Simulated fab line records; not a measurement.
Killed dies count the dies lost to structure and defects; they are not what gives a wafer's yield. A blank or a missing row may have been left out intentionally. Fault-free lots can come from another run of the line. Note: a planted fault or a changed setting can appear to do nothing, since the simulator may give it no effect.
fab line records    flow sky130
[record] lots = 24  wafers = 72  last_day = 50
route steps=708 shown VIA1@471 VIA2@519 CAPM@538 VIA3@593 METAL4@601
lots untouched by any fault: they come from a run of this same line in which no faults occurred
start_h: the number of hours between the record's first day and the start of the first shown wafer of the lot    wait_h: hours elapsed since this lot's preceding step    " same as the row above    L1.1+2: a row that stands for several wafers    - no value, or no start given    * or withheld: withheld    < > ~ a bound
route shown NAME@n: a module of which the file shows steps, and the number in the route of the first    usual: mean/standard deviation of fault-free wafers    same: alike in all rows    chamber/n: place in a boat    sites: the reading at each site    _std_site: how widely they spread, as a standard deviation    _edge_site: outer sites' mean less inner sites'    radius_mm: how far each site lies from the wafer's centre    mask NAME#n: copy n    behind: tool/chamber where the wafer was last shaped    hold: why the lot went on hold/how many hours it stayed there/how the hold came to an end    device: transistor that didn't switch, given as n, p or np    end of line: the route-end tests of the same wafers    a step given without rows: its recipe and nothing more    killed: not the wafer's yield, but the dies lost to structure and defects at the first sort    map: a wafer's dies, x killed, . not, _ none there
set.NAME: the setting as run; set.NAME@STEP: as run at that earlier step    model.NAME: the simulator's own value behind a step, which no gauge read
route steps across a sampled set of lots; one table per step, one row per wafer
services: when a tool's chamber went out of use (start_h, in hours from the record's first day, below 0 if earlier), for how many hours, and the reason
[[steps]]
[step SKY_VIA1_OVL_MEAS_13]
[usual] VIA1_OVL = -2/4.6
lot.wafer  tool        chamber  start_h  wait_h  VIA1_OVL[nm]
L074.2     overlay-01  -        785.71   0.1     0
L074.4     "           -        "        "       -5
L074.5     "           -        "        "       -8
L075.1     overlay-02  -        794.37   0.1     -4
L075.4     "           -        "        "       -10
L075.5     "           -        "        "       -6
L076.3     overlay-01  -        811.34   0.1     -2
L076.4     "           -        "        "       -6
L076.6     "           -        "        "       3
L077.1     overlay-02  -        812.61   0.1     -2
L077.2     "           -        "        "       0
L077.4     "           -        "        "       -5
L078.2     overlay-01  -        821.83   0.1     5
L078.3     "           -        "        "       3
L078.4     "           -        "        "       5
L079.1     overlay-02  -        832.97   0.1     -4
L079.4     "           -        "        "       -3
L079.5     "           -        "        "       -3
L080.2     overlay-02  -        843.16   0.1     -4
L080.3     "           -        "        "       -1
L080.4     "           -        "        "       2
L081.1     overlay-02  -        851.11   0.1     -8
L081.2     "           -        "        "       -4
L081.4     "           -        "        "       -7
L082.1     overlay-01  -        856.76   0.1     -5
L082.3     "           -        "        "       0
L082.6     "           -        "        "       -2
L083.1     overlay-01  -        860.28   0.1     -3
L083.2     "           -        "        "       -3
L083.3     "           -        "        "       2
L084.1     overlay-02  -        871.21   0.1     -8
L084.2     "           -        "        "       -3
L084.6     "           -        "        "       -1
L085.2     overlay-01  -        881.41   0.1     6
L085.4     "           -        "        "       0
L085.5     "           -        "        "       2
L086.2     overlay-02  -        889.03   0.1     -7
L086.4     "           -        "        "       3
L086.5     "           -        "        "       1
L087.2     overlay-01  -        889.38   0.1     -4
L087.3     "           -        "        "       -5
L087.5     "           -        "        "       -3
L088.1     overlay-02  -        902.51   0.1     -2
L088.4     "           -        "        "       -5
L088.5     "           -        "        "       -2
L089.1     overlay-01  -        906.52   0.1     16
L089.5     "           -        "        "       11
L089.6     "           -        "        "       9
L090.2     overlay-01  -        910.56   0.1     -3
L090.4     "           -        "        "       -6
L090.6     "           -        "        "       -10
L091.1     overlay-02  -        921.37   0.1     -8
L091.5     "           -        "        "       -5
L091.6     "           -        "        "       0
L092.3     overlay-01  -        926.62   0.1     3
L092.5     "           -        "        "       -1
L092.6     "           -        "        "       4
L093.2     overlay-01  -        935.13   0.1     -5
L093.3     "           -        "        "       3
L093.5     "           -        "        "       -7
L094.1     overlay-02  -        940.92   0.1     -2
L094.3     "           -        "        "       -6
L094.6     "           -        "        "       -7
L095.1     overlay-01  -        955.91   0.1     -4
L095.4     "           -        "        "       -1
L095.5     "           -        "        "       -4
L096.3     overlay-02  -        959.37   0.1     -2
L096.5     "           -        "        "       -3
L096.6     "           -        "        "       0
L097.1     overlay-02  -        965.32   0.1     -3
L097.3     "           -        "        "       1
L097.5     "           -        "        "       0
[step SKY_VIA2_CD_MEAS_12]
[recipe] target_cd_nm = 200
[usual] cd_nm = 199.7/1.1
lot.wafer  tool       chamber  start_h  wait_h  cd_nm
L074.2     cd_sem-01  -        841.38   -       199.6
L074.4     "          -        "        "       200.1
L074.5     "          -        "        "       199.1
L075.1     cd_sem-01  -        850.21   -       199.4
L075.4     "          -        "        "       200.3
L075.5     "          -        "        "       200.5
L076.3     cd_sem-01  -        867.40   -       198.2
L076.4     "          -        "        "       199.3
L076.6     "          -        "        "       199.1
L077.1     cd_sem-01  -        868.31   -       199.4
L077.2     "          -        "        "       199.4
L077.4     "          -        "        "       198.7
L078.2     cd_sem-01  -        877.48   -       198.9
L078.3     "          -        "        "       199.3
L078.4     "          -        "        "       200.9
L079.1     cd_sem-01  -        888.34   -       201.5
L079.4     "          -        "        "       200.6
L079.5     "          -        "        "       200.7
L080.2     cd_sem-01  -        898.33   -       199.5
L080.3     "          -        "        "       199.4
L080.4     "          -        "        "       198.7
L081.1     cd_sem-02  -        905.96   -       199.1
L081.2     "          -        "        "       198.2
L081.4     "          -        "        "       199.1
L082.1     cd_sem-02  -        911.26   -       200.5
L082.3     "          -        "        "       200.7
L082.6     "          -        "        "       200.4
L083.1     cd_sem-02  -        914.61   -       202.0
L083.2     "          -        "        "       201.4
L083.3     "          -        "        "       200.2
L084.1     cd_sem-01  -        926.01   -       199.3
L084.2     "          -        "        "       199.8
L084.6     "          -        "        "       199.7
L085.2     cd_sem-02  -        935.08   -       200.4
L085.4     "          -        "        "       200.4
L085.5     "          -        "        "       200.8
L086.2     cd_sem-02  -        942.13   -       199.6
L086.4     "          -        "        "       201.2
L086.5     "          -        "        "       199.6
L087.2     cd_sem-01  -        942.48   -       201.4
L087.3     "          -        "        "       200.1
L087.5     "          -        "        "       200.7
L088.1     cd_sem-02  -        954.49   -       200.0
L088.4     "          -        "        "       199.6
L088.5     "          -        "        "       200.2
L089.1     cd_sem-02  -        957.81   -       197.8
L089.5     "          -        "        "       197.7
L089.6     "          -        "        "       197.9
L090.2     cd_sem-01  -        963.03   -       200.9
L090.4     "          -        "        "       200.7
L090.6     "          -        "        "       200.5
L091.1     cd_sem-01  -        973.44   -       199.2
L091.5     "          -        "        "       198.7
L091.6     "          -        "        "       198.5
L092.3     cd_sem-02  -        977.40   -       200.3
L092.5     "          -        "        "       198.4
L092.6     "          -        "        "       200.8
L093.2     cd_sem-02  -        986.63   -       197.9
L093.3     "          -        "        "       199.6
L093.5     "          -        "        "       199.1
L094.1     cd_sem-02  -        991.61   -       200.1
L094.3     "          -        "        "       200.4
L094.6     "          -        "        "       201.3
L095.1     cd_sem-01  -        1005.56  -       197.0
L095.4     "          -        "        "       198.9
L095.5     "          -        "        "       198.7
L096.3     cd_sem-01  -        1009.55  -       200.2
L096.5     "          -        "        "       199.6
L096.6     "          -        "        "       200.7
L097.1     cd_sem-02  -        1015.01  -       199.8
L097.3     "          -        "        "       199.6
L097.5     "          -        "        "       200.8
[step SKY_VIA2_CVD_21]
[recipe] material = W  target_thk_nm = 420  time_s = 126.4  temp_c = 400  pressure_torr = 40
[usual] heater_power_w = 825/40
lot.wafer  tool      chamber  start_h  wait_h  heater_power_w
L074.2     cvd_w-01  1        842.32   0.0     760
L074.4     "         0        "        "       838
L074.5     "         0        "        "       855
L075.1     cvd_w-02  1        851.12   0.0     880
L075.4     "         0        "        "       830
L075.5     "         1        "        "       862
L076.3     cvd_w-02  1        868.33   0.1     867
L076.4     "         0        "        "       863
L076.6     "         1        "        "       882
L077.1     cvd_w-01  1        869.27   0.0     772
L077.2     "         0        "        "       850
L077.4     "         1        "        "       763
L078.2     cvd_w-02  1        878.89   0.0     886
L078.3     "         1        "        "       862
L078.4     "         0        "        "       830
L079.1     cvd_w-02  1        889.25   0.0     905
L079.4     "         0        "        "       842
L079.5     "         0        "        "       840
L080.2     cvd_w-02  1        899.23   0.0     870
L080.3     "         0        "        "       847
L080.4     "         1        "        "       896
L081.1     cvd_w-01  0        906.90   0.0     820
L081.2     "         1        "        "       772
L081.4     "         0        "        "       854
L082.1     cvd_w-01  1        912.30   0.0     768
L082.3     "         0        "        "       865
L082.6     "         1        "        "       777
L083.1     cvd_w-01  0        915.53   0.0     837
L083.2     "         1        "        "       734
L083.3     "         1        "        "       769
L084.1     cvd_w-02  1        926.93   0.0     773
L084.2     "         0        "        "       846
L084.6     "         0        "        "       862
L085.2     cvd_w-01  0        935.98   0.0     842
L085.4     "         0        "        "       868
L085.5     "         0        "        "       835
L086.2     cvd_w-01  0        943.38   0.0     850
L086.4     "         1        "        "       769
L086.5     "         1        "        "       781
L087.2     cvd_w-02  1        943.47   0.0     800
L087.3     "         1        "        "       806
L087.5     "         0        "        "       868
L088.1     cvd_w-01  0        955.43   0.0     821
L088.4     "         1        "        "       774
L088.5     "         1        "        "       784
L089.1     cvd_w-02  1        958.76   0.0     791
L089.5     "         0        "        "       866
L089.6     "         1        "        "       790
L090.2     cvd_w-01  0        963.95   0.0     840
L090.4     "         0        "        "       843
L090.6     "         1        "        "       785
L091.1     cvd_w-02  0        974.36   0.0     883
L091.5     "         0        "        "       843
L091.6     "         1        "        "       786
L092.3     cvd_w-02  0        978.32   0.1     857
L092.5     "         1        "        "       795
L092.6     "         0        "        "       860
L093.2     cvd_w-02  0        987.53   0.0     863
L093.3     "         1        "        "       794
L093.5     "         0        "        "       862
L094.1     cvd_w-02  0        992.57   0.0     836
L094.3     "         1        "        "       770
L094.6     "         1        "        "       797
L095.1     cvd_w-01  1        1006.53  0.0     772
L095.4     "         0        "        "       852
L095.5     "         0        "        "       862
L096.3     cvd_w-01  0        1010.48  0.1     864
L096.5     "         0        "        "       850
L096.6     "         1        "        "       786
L097.1     cvd_w-01  1        1015.93  0.0     794
L097.3     "         1        "        "       779
L097.5     "         0        "        "       844
[step SKY_CAPM_THK_MEAS_01]
[recipe] reads = SiO2_of_CAPM_CVD_00
[usual] CAPM_CVD_00_THK = 15.41/0.21
lot.wafer  tool           chamber  start_h  wait_h  CAPM_CVD_00_THK[nm]
L074.2     film_metro-01  -        843.14   -       15.43
L074.4     "              -        "        "       15.65
L074.5     "              -        "        "       15.13
L075.1     film_metro-01  -        851.91   -       15.26
L075.4     "              -        "        "       15.73
L075.5     "              -        "        "       15.38
L076.3     film_metro-04  -        869.09   -       15.28
L076.4     "              -        "        "       15.48
L076.6     "              -        "        "       15.75
L077.1     film_metro-04  -        870.05   -       15.41
L077.2     "              -        "        "       15.09
L077.4     "              -        "        "       15.40
L078.2     film_metro-01  -        879.69   -       15.20
L078.3     "              -        "        "       15.33
L078.4     "              -        "        "       15.55
L079.1     film_metro-01  -        890.04   -       15.40
L079.4     "              -        "        "       15.77
L079.5     "              -        "        "       15.72
L080.2     film_metro-04  -        900.02   -       15.47
L080.3     "              -        "        "       15.41
L080.4     "              -        "        "       15.68
L081.1     film_metro-01  -        907.70   -       15.01
L081.2     "              -        "        "       15.32
L081.4     "              -        "        "       15.43
L082.1     film_metro-01  -        913.26   -       15.21
L082.3     "              -        "        "       15.34
L082.6     "              -        "        "       15.51
L083.1     film_metro-01  -        916.78   -       15.17
L083.2     "              -        "        "       15.05
L083.3     "              -        "        "       15.34
L084.1     film_metro-01  -        927.72   -       15.30
L084.2     "              -        "        "       15.33
L084.6     "              -        "        "       15.42
L085.2     film_metro-04  -        936.78   -       15.65
L085.4     "              -        "        "       15.99
L085.5     "              -        "        "       15.66
L086.2     film_metro-03  -        944.18   -       15.22
L086.4     "              -        "        "       15.56
L086.5     "              -        "        "       15.48
L087.2     film_metro-03  -        944.26   -       15.40
L087.3     "              -        "        "       15.19
L087.5     "              -        "        "       15.58
L088.1     film_metro-01  -        956.22   -       14.80
L088.4     "              -        "        "       15.37
L088.5     "              -        "        "       15.39
L089.1     film_metro-04  -        959.54   -       15.27
L089.5     "              -        "        "       15.32
L089.6     "              -        "        "       15.53
L090.2     film_metro-01  -        964.75   -       15.24
L090.4     "              -        "        "       15.34
L090.6     "              -        "        "       15.50
L091.1     film_metro-01  -        975.14   -       15.39
L091.5     "              -        "        "       15.65
L091.6     "              -        "        "       15.70
L092.3     film_metro-01  -        979.08   -       15.36
L092.5     "              -        "        "       15.61
L092.6     "              -        "        "       15.30
L093.2     film_metro-01  -        988.33   -       15.28
L093.3     "              -        "        "       15.35
L093.5     "              -        "        "       15.33
L094.1     film_metro-04  -        993.35   -       15.11
L094.3     "              -        "        "       14.97
L094.6     "              -        "        "       15.52
L095.1     film_metro-01  -        1007.33  -       15.35
L095.4     "              -        "        "       15.68
L095.5     "              -        "        "       15.54
L096.3     film_metro-01  -        1011.24  -       15.33
L096.5     "              -        "        "       15.68
L096.6     "              -        "        "       15.76
L097.1     film_metro-04  -        1016.72  -       15.20
L097.3     "              -        "        "       15.00
L097.5     "              -        "        "       15.18
[step SKY_VIA3_SPUTTER_20]
[recipe] material = TiN  target_thk_nm = 20  chamber_pressure_pa = 5  power_w = 4000  time_s = 80
[usual] throttle_valve_pct = 29.6/1
lot.wafer  tool            chamber  start_h  wait_h  throttle_valve_pct
L074.2     pvd_sputter-01  -        922.87   0.0     30.9
L074.4     "               -        "        "       27.5
L074.5     "               -        "        "       31.0
L075.1     pvd_sputter-02  -        931.77   0.0     31.2
L075.4     "               -        "        "       29.2
L075.5     "               -        "        "       29.8
L076.3     pvd_sputter-01  -        948.13   0.0     29.1
L076.4     "               -        "        "       27.4
L076.6     "               -        "        "       30.0
L077.1     pvd_sputter-04  -        949.20   0.0     30.5
L077.2     "               -        "        "       29.4
L077.4     "               -        "        "       28.8
L078.2     pvd_sputter-01  -        957.06   0.0     30.1
L078.3     "               -        "        "       31.0
L078.4     "               -        "        "       28.8
L079.1     pvd_sputter-04  -        965.86   0.0     29.7
L079.4     "               -        "        "       29.5
L079.5     "               -        "        "       28.8
L080.2     pvd_sputter-04  -        976.96   0.0     30.4
L080.3     "               -        "        "       29.0
L080.4     "               -        "        "       29.6
L081.1     pvd_sputter-01  -        983.56   0.0     29.2
L081.2     "               -        "        "       29.8
L081.4     "               -        "        "       31.1
L082.1     pvd_sputter-04  -        988.87   0.0     28.7
L082.3     "               -        "        "       30.5
L082.6     "               -        "        "       29.4
L083.1     pvd_sputter-01  -        993.21   0.0     29.1
L083.2     "               -        "        "       27.3
L083.3     "               -        "        "       31.0
L084.1     pvd_sputter-04  -        1002.56  0.0     29.5
L084.2     "               -        "        "       29.6
L084.6     "               -        "        "       29.2
L085.2     pvd_sputter-02  -        1009.42  0.0     31.0
L085.4     "               -        "        "       30.0
L085.5     "               -        "        "       29.6
L086.2     pvd_sputter-01  -        1018.50  0.0     31.1
L086.4     "               -        "        "       31.0
L086.5     "               -        "        "       27.1
L087.2     pvd_sputter-04  -        1019.20  0.0     29.5
L087.3     "               -        "        "       29.5
L087.5     "               -        "        "       28.7
L088.1     pvd_sputter-02  -        1029.50  0.0     31.1
L088.4     "               -        "        "       31.0
L088.5     "               -        "        "       29.2
L089.1     pvd_sputter-02  -        1032.82  0.0     29.0
L089.5     "               -        "        "       31.0
L089.6     "               -        "        "       29.7
L090.2     pvd_sputter-04  -        1037.88  0.0     29.4
L090.4     "               -        "        "       30.3
L090.6     "               -        "        "       29.4
L091.1     pvd_sputter-01  -        1047.66  0.0     27.3
L091.5     "               -        "        "       29.1
L091.6     "               -        "        "       27.6
L092.3     pvd_sputter-01  -        1050.65  0.0     27.6
L092.5     "               -        "        "       31.2
L092.6     "               -        "        "       30.2
L093.2     pvd_sputter-02  -        1060.55  0.0     30.8
L093.3     "               -        "        "       29.1
L093.5     "               -        "        "       31.0
L094.1     pvd_sputter-04  -        1064.52  0.0     29.2
L094.3     "               -        "        "       29.6
L094.6     "               -        "        "       29.1
L095.1     pvd_sputter-04  -        1076.77  0.0     29.2
L095.4     "               -        "        "       29.2
L095.5     "               -        "        "       28.8
L096.3     pvd_sputter-02  -        1079.86  0.0     29.7
L096.5     "               -        "        "       30.9
L096.6     "               -        "        "       29.7
L097.1     pvd_sputter-01  -        1085.01  0.0     29.9
L097.3     "               -        "        "       30.8
L097.5     "               -        "        "       30.1
[step SKY_METAL4_SPUTTER_03]
[recipe] material = Ti  target_thk_nm = 5  power_w = 3000  time_s = 3.3  chamber_pressure_pa = 0.4
[usual] throttle_valve_pct = 29.5/1.2
lot.wafer  tool            chamber  start_h  wait_h  throttle_valve_pct
L074.2     pvd_sputter-01  -        923.62   0.0     28.8
L074.4     "               -        "        "       30.9
L074.5     "               -        "        "       31.0
L075.1     pvd_sputter-03  -        932.52   0.0     30.2
L075.4     "               -        "        "       28.4
L075.5     "               -        "        "       30.1
L076.3     pvd_sputter-03  -        948.88   0.0     30.4
L076.4     "               -        "        "       29.1
L076.6     "               -        "        "       29.0
L077.1     pvd_sputter-01  -        949.95   0.0     29.4
L077.2     "               -        "        "       31.0
L077.4     "               -        "        "       27.5
L078.2     pvd_sputter-03  -        957.81   0.0     29.2
L078.3     "               -        "        "       28.3
L078.4     "               -        "        "       30.3
L079.1     pvd_sputter-01  -        966.61   0.0     29.9
L079.4     "               -        "        "       27.3
L079.5     "               -        "        "       30.0
L080.2     pvd_sputter-02  -        977.71   0.0     29.0
L080.3     "               -        "        "       30.0
L080.4     "               -        "        "       30.8
L081.1     pvd_sputter-03  -        984.31   0.0     29.2
L081.2     "               -        "        "       30.1
L081.4     "               -        "        "       30.4
L082.1     pvd_sputter-01  -        989.62   0.0     29.2
L082.3     "               -        "        "       27.3
L082.6     "               -        "        "       27.6
L083.1     pvd_sputter-01  -        993.96   0.0     27.2
L083.2     "               -        "        "       30.9
L083.3     "               -        "        "       28.9
L084.1     pvd_sputter-01  -        1003.31  0.0     31.0
L084.2     "               -        "        "       27.5
L084.6     "               -        "        "       31.3
L085.2     pvd_sputter-01  -        1010.17  0.0     31.2
L085.4     "               -        "        "       30.0
L085.5     "               -        "        "       30.0
L086.2     pvd_sputter-02  -        1019.25  0.0     28.9
L086.4     "               -        "        "       30.8
L086.5     "               -        "        "       28.9
L087.2     pvd_sputter-02  -        1019.95  0.0     30.9
L087.3     "               -        "        "       29.8
L087.5     "               -        "        "       30.6
L088.1     pvd_sputter-01  -        1030.48  0.0     29.2
L088.4     "               -        "        "       31.1
L088.5     "               -        "        "       30.1
L089.1     pvd_sputter-02  -        1034.10  0.0     31.0
L089.5     "               -        "        "       30.9
L089.6     "               -        "        "       30.9
L090.2     pvd_sputter-03  -        1038.63  0.0     30.5
L090.4     "               -        "        "       30.1
L090.6     "               -        "        "       30.2
L091.1     pvd_sputter-01  -        1048.41  0.0     31.3
L091.5     "               -        "        "       30.1
L091.6     "               -        "        "       27.4
L092.3     pvd_sputter-01  -        1051.48  0.0     28.8
L092.5     "               -        "        "       29.9
L092.6     "               -        "        "       27.4
L093.2     pvd_sputter-02  -        1061.30  0.0     28.8
L093.3     "               -        "        "       30.9
L093.5     "               -        "        "       29.1
L094.1     pvd_sputter-03  -        1065.51  0.0     30.1
L094.3     "               -        "        "       30.1
L094.6     "               -        "        "       29.4
L095.1     pvd_sputter-01  -        1077.52  0.0     29.9
L095.4     "               -        "        "       29.3
L095.5     "               -        "        "       27.3
L096.3     pvd_sputter-01  -        1080.61  0.0     30.9
L096.5     "               -        "        "       27.2
L096.6     "               -        "        "       30.0
L097.1     pvd_sputter-02  -        1085.76  0.0     30.9
L097.3     "               -        "        "       30.7
L097.5     "               -        "        "       29.9
[[services]]
tool            chamber  start_h  hours  kind
cvd_w-02        -        850.45   0.5    repair
pvd_sputter-03  -        858.67   1.6    repair
pvd_sputter-01  -        872.07   2.3    repair
cvd_w-02        -        904.00   14.0   pm
cvd_w-02        0        904.00   14.0   vent_cycle
cvd_w-02        1        904.00   14.0   vent_cycle
pvd_sputter-03  -        906.77   1.2    repair
cvd_w-02        0        918.00   -      clean
cvd_w-02        1        918.00   -      clean
cvd_w-01        1        949.46   4.0    repair
pvd_sputter-02  -        972.71   4.3    repair
pvd_sputter-03  -        984.69   34.5   repair
pvd_sputter-03  -        994.92   0.7    repair
cvd_w-02        -        997.43   2.8    pm
pvd_sputter-04  -        1030.48  4.3    repair
cvd_w-02        -        1039.56  0.3    repair
pvd_sputter-03  -        1047.43  2.6    repair
[[key]]
fault none
